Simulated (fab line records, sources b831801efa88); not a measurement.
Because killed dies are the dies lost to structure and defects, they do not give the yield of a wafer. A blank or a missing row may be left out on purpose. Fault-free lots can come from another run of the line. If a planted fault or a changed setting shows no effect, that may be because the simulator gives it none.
fab line records	flow sky130	part 1 of 2: steps 1 to 31 of 41
record lots=5	wafers=15	last-day=47
route steps=708 shown METAL5@661 PASSIVATION@681 PAD_OPEN@694
lots that met no fault: from a run of the same line without faults
start-h: start of the lot's first displayed wafer, in hours after the record's first day	wait-h: hours since the lot's step before	" as in the row above	L1.1+2: one row covering several wafers at once	- no value, or no start given	* or withheld: withheld	< > ~ a bound
route shown NAME@n: a module of which the file shows steps, and the number in the route of the first	usual: average and standard deviation across the fault-free wafers	same: alike in all rows	chamber/n: place in a boat	sites: each site's reading	_std_site: the standard deviation of these	_edge_site: the outer-site mean with the inner-site mean subtracted	radius-mm: how far each site lies from the wafer's centre	mask NAME#n: copy n	behind: the tool/chamber that last shaped the wafer	hold: what put the lot on hold/how long, in hours/how the hold closed	device: which transistor (n, p or np) failed to switch	end of line: the same wafers' tests at the end of the route	a step without rows: its recipe alone	killed: not the wafer's yield, but the dies lost to structure and defects at the first sort	map: the dies of a wafer, with x for killed, . for not killed, _ for no die there
set.NAME: setting as actually run; set.NAME@STEP: the setting as run at that earlier step	model.NAME: the simulator's own value behind a step, which no gauge read
certain route steps with their lots: each step a table, each wafer a row
services: from which hour (start-h, from the record's first day; less than 0 if before it) a tool's chamber was out of use, for how many hours, and why
## steps
# step SKY_METAL5_SPUTTER_00
# recipe material=Ti	target-thk-nm=15	power-w=3000	time-s=10	chamber-pressure-pa=0.4
# usual throttle-valve-pct=29.9/0.96
lot.wafer	tool	chamber	start-h	wait-h	throttle-valve-pct
L074.2	pvd-sputter-02	-	995.42	0.2	31.4
L074.4	"	-	"	"	28.8
L074.6	"	-	"	"	30.4
L077.1	pvd-sputter-02	-	1049.98	0.2	30.3
L077.4	"	-	"	"	28.8
L077.6	"	-	"	"	29.8
L080.1	pvd-sputter-02	-	1052.16	0.2	28.8
L080.3	"	-	"	"	30.1
L080.5	"	-	"	"	29.8
L081.1	pvd-sputter-01	-	1053.65	0.2	29.8
L081.3	"	-	"	"	28.2
L081.4	"	-	"	"	29.2
L079.1	pvd-sputter-01	-	1056.01	0.1	29.7
L079.2	"	-	"	"	28.0
L079.5	"	-	"	"	28.1
# step SKY_METAL5_SPUTTER_01
# recipe material=TiN	target-thk-nm=20	power-w=6500	time-s=16.7	chamber-pressure-pa=0.4
# usual throttle-valve-pct=29.9/0.96
lot.wafer	tool	chamber	start-h	wait-h	throttle-valve-pct
L074.2	pvd-sputter-02	-	995.44	0.0	31.2
L074.4	"	-	"	"	28.8
L074.6	"	-	"	"	30.4
L077.1	pvd-sputter-02	-	1050.00	0.0	30.3
L077.4	"	-	"	"	28.9
L077.6	"	-	"	"	29.8
L080.1	pvd-sputter-02	-	1052.18	0.0	28.9
L080.3	"	-	"	"	29.7
L080.5	"	-	"	"	30.0
L081.1	pvd-sputter-01	-	1053.67	0.0	30.0
L081.3	"	-	"	"	27.9
L081.4	"	-	"	"	29.8
L079.1	pvd-sputter-01	-	1056.03	0.0	29.3
L079.2	"	-	"	"	28.1
L079.5	"	-	"	"	27.8
# step SKY_METAL5_SPUTTER_02
# recipe material=AlCu	target-thk-nm=1150	power-w=10600	time-s=61.2	chamber-pressure-pa=0.4
# usual throttle-valve-pct=29.9/0.96
lot.wafer	tool	chamber	start-h	wait-h	throttle-valve-pct
L074.2	pvd-sputter-02	-	995.47	0.0	31.4
L074.4	"	-	"	"	28.7
L074.6	"	-	"	"	30.5
L077.1	pvd-sputter-02	-	1050.02	0.0	30.4
L077.4	"	-	"	"	28.9
L077.6	"	-	"	"	29.7
L080.1	pvd-sputter-02	-	1052.20	0.0	28.9
L080.3	"	-	"	"	29.9
L080.5	"	-	"	"	29.8
L081.1	pvd-sputter-01	-	1053.69	0.0	29.7
L081.3	"	-	"	"	28.0
L081.4	"	-	"	"	29.6
L079.1	pvd-sputter-01	-	1056.06	0.0	29.5
L079.2	"	-	"	"	28.1
L079.5	"	-	"	"	28.0
# step SKY_METAL5_SPUTTER_03
# recipe material=Ti	target-thk-nm=5	power-w=3000	time-s=3.3	chamber-pressure-pa=0.4
# usual throttle-valve-pct=29.9/0.94
lot.wafer	tool	chamber	start-h	wait-h	throttle-valve-pct
L074.2	pvd-sputter-02	-	995.52	0.0	31.4
L074.4	"	-	"	"	28.9
L074.6	"	-	"	"	30.3
L077.1	pvd-sputter-02	-	1050.07	0.0	30.4
L077.4	"	-	"	"	28.7
L077.6	"	-	"	"	29.8
L080.1	pvd-sputter-02	-	1052.25	0.0	29.1
L080.3	"	-	"	"	30.0
L080.5	"	-	"	"	29.6
L081.1	pvd-sputter-01	-	1053.74	0.0	29.7
L081.3	"	-	"	"	28.3
L081.4	"	-	"	"	29.6
L079.1	pvd-sputter-01	-	1056.11	0.0	29.6
L079.2	"	-	"	"	28.2
L079.5	"	-	"	"	28.1
# step SKY_METAL5_SPUTTER_04
# recipe material=TiN	target-thk-nm=70	power-w=6500	time-s=58.3	chamber-pressure-pa=0.4
# usual throttle-valve-pct=29.9/0.97
lot.wafer	tool	chamber	start-h	wait-h	throttle-valve-pct
L074.2	pvd-sputter-02	-	995.54	0.0	31.1
L074.4	"	-	"	"	29.1
L074.6	"	-	"	"	30.1
L077.1	pvd-sputter-02	-	1050.09	0.0	30.3
L077.4	"	-	"	"	28.6
L077.6	"	-	"	"	29.7
L080.1	pvd-sputter-02	-	1052.27	0.0	28.9
L080.3	"	-	"	"	29.7
L080.5	"	-	"	"	29.7
L081.1	pvd-sputter-01	-	1053.76	0.0	30.0
L081.3	"	-	"	"	27.9
L081.4	"	-	"	"	29.5
L079.1	pvd-sputter-01	-	1056.13	0.0	29.5
L079.2	"	-	"	"	28.0
L079.5	"	-	"	"	28.2
# step SKY_METAL5_RS_MEAS_05
# recipe thk-meas-gauge=four-point-probe	reads=TiN_of_METAL5_SPUTTER_04+Ti_of_METAL5_SPUTTER_03+AlCu_of_METAL5_SPUTTER_02+TiN_of_METAL5_SPUTTER_01+Ti_of_METAL5_SPUTTER_00
# usual METAL5_ALCU_RS=0.02704/0.00025
lot.wafer	tool	chamber	start-h	wait-h	METAL5_ALCU_RS[ohm/sq]
L074.2	film-metro-03	-	995.60	0.0	0.02739
L074.4	"	-	"	"	0.0274
L074.6	"	-	"	"	0.02748
L077.1	film-metro-03	-	1050.14	0.0	0.02757
L077.4	"	-	"	"	0.02738
L077.6	"	-	"	"	0.02761
L080.1	film-metro-04	-	1052.32	0.0	0.02737
L080.3	"	-	"	"	0.02778
L080.5	"	-	"	"	0.02731
L081.1	film-metro-04	-	1053.81	0.0	0.02711
L081.3	"	-	"	"	0.02685
L081.4	"	-	"	"	0.02684
L079.1	film-metro-01	-	1056.18	0.0	0.02717
L079.2	"	-	"	"	0.02712
L079.5	"	-	"	"	0.02713
# step SKY_METAL5_THK_MEAS_06
# recipe thk-meas-gauge=xrf	reads=AlCu_of_METAL5_SPUTTER_02
# usual METAL5_ALCU_THK=1127/12
lot.wafer	tool	chamber	start-h	wait-h	METAL5_ALCU_THK[nm]
L074.2	film-metro-03	-	995.71	0.1	1118
L074.4	"	-	"	"	1119
L074.6	"	-	"	"	1113
L077.1	film-metro-03	-	1050.26	0.1	1104
L077.4	"	-	"	"	1097
L077.6	"	-	"	"	1090
L080.1	film-metro-04	-	1052.44	0.1	1118
L080.3	"	-	"	"	1100
L080.5	"	-	"	"	1113
L081.1	film-metro-04	-	1053.93	0.1	1119
L081.3	"	-	"	"	1133
L081.4	"	-	"	"	1137
L079.1	film-metro-01	-	1056.30	0.1	1119
L079.2	"	-	"	"	1119
L079.5	"	-	"	"	1128
# step SKY_METAL5_DEHYDRATE_07
# recipe temp-c=200	time-s=60
lot.wafer	tool	chamber	start-h	wait-h
L074.2+4+6	litho-track-01	0	1005.98	10.3
L077.1+4+6	litho-track-01	0	1059.65	9.4
L080.1+3+5	litho-track-04	0	1062.15	9.7
L081.1+3+4	litho-track-04	0	1063.10	9.2
L079.1+2+5	litho-track-03	0	1065.98	9.7
# step SKY_METAL5_HMDS_08
# recipe prime-time-s=60	prime-temp-c=120
# same prime-time-s=60
lot.wafer	tool	chamber	start-h	wait-h
L074.2+4+6	litho-track-01	0	1006.13	0.1
L077.1+4+6	litho-track-01	0	1059.80	0.1
L080.1+3+5	litho-track-04	0	1062.30	0.1
L081.1+3+4	litho-track-04	0	1063.25	0.1
L079.1+2+5	litho-track-03	0	1066.13	0.1
# step SKY_METAL5_COAT_09
# recipe resist=NOVOLAK	spin-rpm=3000	resist-thk-nm=1800
lot.wafer	tool	chamber	start-h	wait-h
L074.2+4+6	litho-track-01	0	1006.28	0.1
L077.1+4+6	litho-track-01	0	1059.95	0.1
L080.1+3+5	litho-track-04	0	1062.45	0.1
L081.1+3+4	litho-track-04	0	1063.40	0.1
L079.1+2+5	litho-track-03	0	1066.28	0.1
# step SKY_METAL5_SOFTBAKE_10
# recipe temp-c=90	time-s=60	resist=NOVOLAK
lot.wafer	tool	chamber	start-h	wait-h
L074.2+4+6	litho-track-01	0	1006.43	0.1
L077.1+4+6	litho-track-01	0	1060.10	0.1
L080.1+3+5	litho-track-04	0	1062.60	0.1
L081.1+3+4	litho-track-04	0	1063.55	0.1
L079.1+2+5	litho-track-03	0	1066.43	0.1
# step SKY_METAL5_EXPOSE_11
# recipe mask-id=MM5	na=0.6	source-shape=conventional	sigma-outer=0.6	polarization=unpolarized	target-cd-nm=1600	dose-mj=190
# usual stage-vel-mm-s=499.98/0.25
# same na=0.6	sigma-outer=0.6
lot.wafer	tool	chamber	start-h	wait-h	mask	stage-vel-mm-s
L074.2	iline-stepper-01	0	-	-	MM5#0	500.20
L074.4	"	0	"	"	MM5#0	499.89
L074.6	"	0	"	"	MM5#0	500.12
L077.1	iline-stepper-02	0	-	-	MM5#0	500.31
L077.4	"	0	"	"	MM5#0	499.81
L077.6	"	0	"	"	MM5#0	499.70
L080.1	iline-stepper-01	0	-	-	MM5#0	499.95
L080.3	"	0	"	"	MM5#0	500.32
L080.5	"	0	"	"	MM5#0	500.16
L081.1	iline-stepper-02	0	-	-	MM5#0	499.85
L081.3	"	0	"	"	MM5#0	499.58
L081.4	"	0	"	"	MM5#0	499.59
L079.1	iline-stepper-02	0	-	-	MM5#0	499.88
L079.2	"	0	"	"	MM5#0	499.75
L079.5	"	0	"	"	MM5#0	499.64
# step SKY_METAL5_PEB_12
# recipe temp-c=withheld	time-s=*	resist=NOVOLAK
lot.wafer	tool	chamber	start-h	wait-h
L074.2+4+6	litho-track-03	0	-	-
L077.1+4+6	litho-track-03	0	-	-
L080.1+3+5	litho-track-01	0	-	-
L081.1+3+4	litho-track-04	0	-	-
L079.1+2+5	litho-track-01	0	-	-
# step SKY_METAL5_DEVELOP_13
# recipe resist=NOVOLAK	developer=TMAH	develop-time-s=60	dev-temp-c=23
lot.wafer	tool	chamber	start-h	wait-h
L074.2+4+6	litho-track-03	0	1016.91	0.1
L077.1+4+6	litho-track-03	0	1070.58	0.1
L080.1+3+5	litho-track-01	0	1073.70	0.1
L081.1+3+4	litho-track-04	0	1074.20	0.1
L079.1+2+5	litho-track-01	0	1076.90	0.1
# step SKY_METAL5_DESCUM_14
# recipe chemistry=O2	source-power-w=150	bias-power-w=0	pressure-mtorr=10	temp-c=40	time-s=11
# usual drypump-motor-current-A=5.8/0.51	oes-product-au=0.999/0.0085
lot.wafer	tool	chamber	start-h	wait-h	drypump-motor-current-A	oes-product-au	rf-hours-counter-h
L074.2	rie-metal-03	1	1017.03	0.1	6.6	0.988	17
L074.4	"	0	"	"	5.7	0.986	-
L074.6	"	0	"	"	5.7	0.981	-
L077.1	rie-metal-03	1	1070.73	0.1	6.6	1.015	21
L077.4	"	1	"	"	6.6	1.014	-
L077.6	"	1	"	"	6.6	0.994	-
L080.1	rie-metal-01	0	1073.85	0.1	5.7	0.995	23
L080.3	"	0	"	"	5.7	0.987	-
L080.5	"	0	"	"	5.7	0.984	-
L081.1	rie-metal-01	0	1074.35	0.1	5.7	0.986	23
L081.3	"	1	"	"	4.9	0.991	-
L081.4	"	0	"	"	5.7	0.994	-
L079.1	rie-metal-02	1	1077.05	0.1	5.7	1.000	14
L079.2	"	0	"	"	5.7	1.006	21
L079.5	"	1	"	"	5.7	1.009	-
# step SKY_METAL5_METAL_ETCH_15
# recipe target-depth-a=12600	stop-on=SiO2	over-etch-frac=0.2	time-s=252	chemistry=Cl2/BCl3	resist-sidewall-deg=86	pressure-mtorr=10	icp-w=900	bias-w=48.5	Cl2_flow_sccm=60	bcl3-flow-sccm=30
# usual drypump-motor-current-A=5.8/0.51	mfc-cl2-sccm=60.02/0.18	oes-product-au=0.893/0.0047	throttle-valve-pct=22.265/0.0099
lot.wafer	tool	chamber	start-h	wait-h	drypump-motor-current-A	mfc-cl2-sccm	oes-product-au	rf-hours-counter-h	throttle-valve-pct
L074.2	rie-metal-03	1	1017.07	0.0	6.6	59.93	0.895	17	22.265
L074.4	"	0	"	"	5.7	59.94	0.898	-	22.261
L074.6	"	0	"	"	5.7	60.00	0.895	-	22.283
L077.1	rie-metal-03	1	1070.77	0.0	6.6	60.15	0.888	21	22.261
L077.4	"	1	"	"	6.6	60.29	0.884	-	22.269
L077.6	"	1	"	"	6.6	60.30	0.894	-	22.263
L080.1	rie-metal-01	0	1073.89	0.0	5.7	59.73	0.889	23	22.269
L080.3	"	0	"	"	5.7	59.78	0.895	-	22.255
L080.5	"	0	"	"	5.7	59.93	0.889	-	22.265
L081.1	rie-metal-01	0	1074.38	0.0	5.7	60.16	0.892	23	22.272
L081.3	"	1	"	"	4.9	59.90	0.889	-	22.268
L081.4	"	0	"	"	5.7	60.19	0.893	-	22.261
L079.1	rie-metal-02	1	1077.09	0.0	5.7	60.05	0.898	14	22.269
L079.2	"	0	"	"	5.7	59.84	0.891	21	22.269
L079.5	"	1	"	"	5.7	60.22	0.890	-	22.274
# step SKY_METAL5_STRIP_16
# recipe chemistry=O2/N2	power-w=1400	pressure-mtorr=1500	platen-temp-c=withheld	o2-flow-sccm=3000	n2-flow-sccm=300	overash-fraction=0.5
# usual drypump-motor-current-A=5.7/0.53	oes-product-au=0.710/0.004	strip-time-to-endpoint-s=13.09/0.095
lot.wafer	tool	chamber	start-h	wait-h	drypump-motor-current-A	oes-product-au	rf-hours-counter-h	strip-time-to-endpoint-s
L074.2	plasma-asher-04	1	1017.30	0.2	5.5	0.710	120	13.13
L074.4	"	0	"	"	6.4	0.708	-	13.18
L074.6	"	1	"	"	5.4	0.708	-	13.25
L077.1	plasma-asher-02	0	1071.00	0.2	5.1	0.707	91	13.12
L077.4	"	0	"	"	5.1	0.710	-	13.10
L077.6	"	1	"	"	5.8	0.704	-	13.13
L080.1	plasma-asher-04	1	1074.12	0.2	5.5	0.703	1	13.12
L080.3	"	0	"	"	6.4	0.713	-	12.97
L080.5	"	1	"	"	5.5	0.709	-	13.02
L081.1	plasma-asher-04	1	1074.62	0.2	5.5	0.708	1	13.15
L081.3	"	1	"	"	5.5	0.711	-	13.10
L081.4	"	0	"	"	6.4	0.708	-	13.18
L079.1	plasma-asher-02	1	1077.32	0.2	5.8	0.704	91	13.15
L079.2	"	0	"	"	5.1	0.717	91	13.18
L079.5	"	1	"	"	5.8	0.711	-	13.17
# step SKY_METAL5_STRIP_17
# recipe chemistry=post-etch-residue-remover	time-s=1200	temp-c=72.5
lot.wafer	tool	chamber	start-h	wait-h
L074.2+4+6	wet-bench-04	2	1017.40	0.1
L077.1+4+6	wet-bench-03	0	1071.10	0.1
L080.1+3+5	wet-bench-04	2	1074.22	0.1
L081.1+3+4	wet-bench-02	3	1074.72	0.1
L079.1+2+5	wet-bench-04	0	1077.42	0.1
# step SKY_METAL5_CLEAN_18
# recipe chemistry=IPA	time-s=180	temp-c=25
lot.wafer	tool	chamber	start-h	wait-h
L074.2+4+6	wet-bench-03	1	1017.78	0.0
L077.1+4+6	wet-bench-02	0	1071.45	0.0
L080.1+3+5	wet-bench-02	0	1074.56	0.0
L081.1+3+4	wet-bench-03	0	1075.06	0.0
L079.1+2+5	wet-bench-02	1	1077.76	0.0
# step SKY_METAL5_CLEAN_19
# recipe chemistry=O3/DIW	dry=n2-spin
lot.wafer	tool	chamber	start-h	wait-h
L074.2+4+6	wet-bench-02	3	1017.83	0.0
L077.1+4+6	wet-bench-03	2	1071.50	0.0
L080.1+3+5	wet-bench-02	0	1074.62	0.0
L081.1+3+4	wet-bench-02	0	1075.12	0.0
L079.1+2+5	wet-bench-03	2	1077.82	0.0
# step SKY_PASSIVATION_CVD_00
# recipe material=SiO2	target-thk-nm=90	temp-c=400	time-s=withheld	rf-w=600
# usual heater-power-w=626/100
lot.wafer	tool	chamber	start-h	wait-h	heater-power-w
L074.2	pecvd-02	0	1017.93	0.0	525
L074.4	"	1	"	"	641
L074.6	"	2	"	"	641
L077.1	pecvd-01	0	1071.60	0.0	594
L077.4	"	1	"	"	699
L077.6	"	0	"	"	582
L080.1	pecvd-01	1	1074.71	0.0	794
L080.3	"	0	"	"	644
L080.5	"	2	"	"	754
L081.1	pecvd-04	0	1075.21	0.0	596
L081.3	"	2	"	"	635
L081.4	"	0	"	"	588
L079.1	pecvd-04	0	1077.92	0.0	586
L079.2	"	2	"	"	613
L079.5	"	0	"	"	587
# step SKY_PASSIVATION_THK_MEAS_01
# recipe reads=SiO2_of_PASSIVATION_CVD_00
# usual PASSIVATION_CVD_00_THK=89.9/1.2
lot.wafer	tool	chamber	start-h	wait-h	PASSIVATION_CVD_00_THK[nm]
L074.2	film-metro-03	-	1017.96	-	89.4
L074.4	"	-	"	"	92.2
L074.6	"	-	"	"	90.3
L077.1	film-metro-03	-	1071.62	-	88.2
L077.4	"	-	"	"	89.7
L077.6	"	-	"	"	89.5
L080.1	film-metro-03	-	1074.73	-	88.6
L080.3	"	-	"	"	88.1
L080.5	"	-	"	"	89.8
L081.1	film-metro-03	-	1075.23	-	89.6
L081.3	"	-	"	"	88.7
L081.4	"	-	"	"	91.0
L079.1	film-metro-02	-	1077.97	-	89.0
L079.2	"	-	"	"	89.3
L079.5	"	-	"	"	90.1
# step SKY_PASSIVATION_CVD_02
# recipe material=Si3N4	target-thk-nm=540	temp-c=400	time-s=withheld	rf-w=450
# usual heater-power-w=682/110
lot.wafer	tool	chamber	start-h	wait-h	heater-power-w
L074.2	pecvd-01	0	1018.01	0.0	712
L074.4	"	0	"	"	724
L074.6	"	1	"	"	853
L077.1	pecvd-02	0	1071.68	0.1	539
L077.4	"	1	"	"	620
L077.6	"	2	"	"	806
L080.1	pecvd-02	0	1074.79	0.1	564
L080.3	"	1	"	"	600
L080.5	"	0	"	"	565
L081.1	pecvd-01	0	1075.29	0.1	689
L081.3	"	2	"	"	833
L081.4	"	1	"	"	807
L079.1	pecvd-02	2	1078.03	0.1	661
L079.2	"	1	"	"	595
L079.5	"	0	"	"	468
# step SKY_PASSIVATION_THK_MEAS_03
# recipe reads=Si3N4_of_PASSIVATION_CVD_02
# usual PASSIVATION_CVD_02_THK=539/6.6
lot.wafer	tool	chamber	start-h	wait-h	PASSIVATION_CVD_02_THK[nm]
L074.2	film-metro-01	-	1018.24	-	525
L074.4	"	-	"	"	542
L074.6	"	-	"	"	540
L077.1	film-metro-02	-	1071.90	-	539
L077.4	"	-	"	"	545
L077.6	"	-	"	"	538
L080.1	film-metro-03	-	1075.02	-	528
L080.3	"	-	"	"	532
L080.5	"	-	"	"	539
L081.1	film-metro-02	-	1075.51	-	541
L081.3	"	-	"	"	538
L081.4	"	-	"	"	546
L079.1	film-metro-02	-	1078.25	-	532
L079.2	"	-	"	"	533
L079.5	"	-	"	"	543
# step SKY_PASSIVATION_DEHYDRATE_04
# recipe temp-c=200	time-s=60
lot.wafer	tool	chamber	start-h	wait-h
L074.2+4+6	litho-track-03	0	1029.41	11.2
L077.1+4+6	litho-track-03	0	1081.13	9.2
L080.1+3+5	litho-track-03	0	1084.18	9.2
L081.1+3+4	litho-track-02	0	1084.38	8.9
L079.1+2+5	litho-track-02	0	1087.13	8.9
# step SKY_PASSIVATION_HMDS_05
# recipe prime-time-s=60	prime-temp-c=120
# same prime-time-s=60
lot.wafer	tool	chamber	start-h	wait-h
L074.2+4+6	litho-track-03	0	1029.56	0.1
L077.1+4+6	litho-track-03	0	1081.28	0.1
L080.1+3+5	litho-track-03	0	1084.33	0.1
L081.1+3+4	litho-track-02	0	1084.53	0.1
L079.1+2+5	litho-track-02	0	1087.28	0.1
# step SKY_PASSIVATION_COAT_06
# recipe spin-rpm=2000	resist-thk-nm=3000
lot.wafer	tool	chamber	start-h	wait-h
L074.2+4+6	litho-track-03	0	1029.71	0.1
L077.1+4+6	litho-track-03	0	1081.43	0.1
L080.1+3+5	litho-track-03	0	1084.48	0.1
L081.1+3+4	litho-track-02	0	1084.68	0.1
L079.1+2+5	litho-track-02	0	1087.43	0.1
# step SKY_PASSIVATION_SOFTBAKE_07
# recipe temp-c=110	time-s=withheld
lot.wafer	tool	chamber	start-h	wait-h
L074.2+4+6	litho-track-03	0	1029.87	0.1
L077.1+4+6	litho-track-03	0	1081.58	0.1
L080.1+3+5	litho-track-03	0	1084.63	0.1
L081.1+3+4	litho-track-02	0	1084.83	0.1
L079.1+2+5	litho-track-02	0	1087.58	0.1
# step SKY_PASSIVATION_EXPOSE_08
# recipe mask-id=NSM	target-cd-nm=3000	na=0.57	dose-mj=260
# usual stage-vel-mm-s=500.00/0.19
# same na=0.57
lot.wafer	tool	chamber	start-h	wait-h	mask	stage-vel-mm-s
L074.2	iline-stepper-02	0	-	-	NSM#0	500.05
L074.4	"	0	"	"	NSM#0	500.34
L074.6	"	0	"	"	NSM#0	500.06
L077.1	iline-stepper-01	0	-	-	NSM#0	499.90
L077.4	"	0	"	"	NSM#0	500.23
L077.6	"	0	"	"	NSM#0	500.12
L080.1	iline-stepper-01	0	-	-	NSM#0	500.14
L080.3	"	0	"	"	NSM#0	499.88
L080.5	"	0	"	"	NSM#0	500.22
L081.1	iline-stepper-02	0	-	-	NSM#0	500.10
L081.3	"	0	"	"	NSM#0	499.84
L081.4	"	0	"	"	NSM#0	500.04
L079.1	iline-stepper-01	0	-	-	NSM#0	499.75
L079.2	"	0	"	"	NSM#0	499.73
L079.5	"	0	"	"	NSM#0	499.68
# step SKY_PASSIVATION_PEB_09
# recipe temp-c=115	time-s=withheld
lot.wafer	tool	chamber	start-h	wait-h
L074.2+4+6	litho-track-03	0	-	-
L077.1+4+6	litho-track-01	0	-	-
L080.1+3+5	litho-track-02	0	-	-
L081.1+3+4	litho-track-01	0	-	-
L079.1+2+5	litho-track-01	0	-	-
# step SKY_PASSIVATION_DEVELOP_10
# recipe develop-time-s=60	dev-temp-c=23
lot.wafer	tool	chamber	start-h	wait-h
L074.2+4+6	litho-track-03	0	-	-
L077.1+4+6	litho-track-01	0	-	-
L080.1+3+5	litho-track-02	0	-	-
L081.1+3+4	litho-track-01	0	-	-
L079.1+2+5	litho-track-01	0	-	-
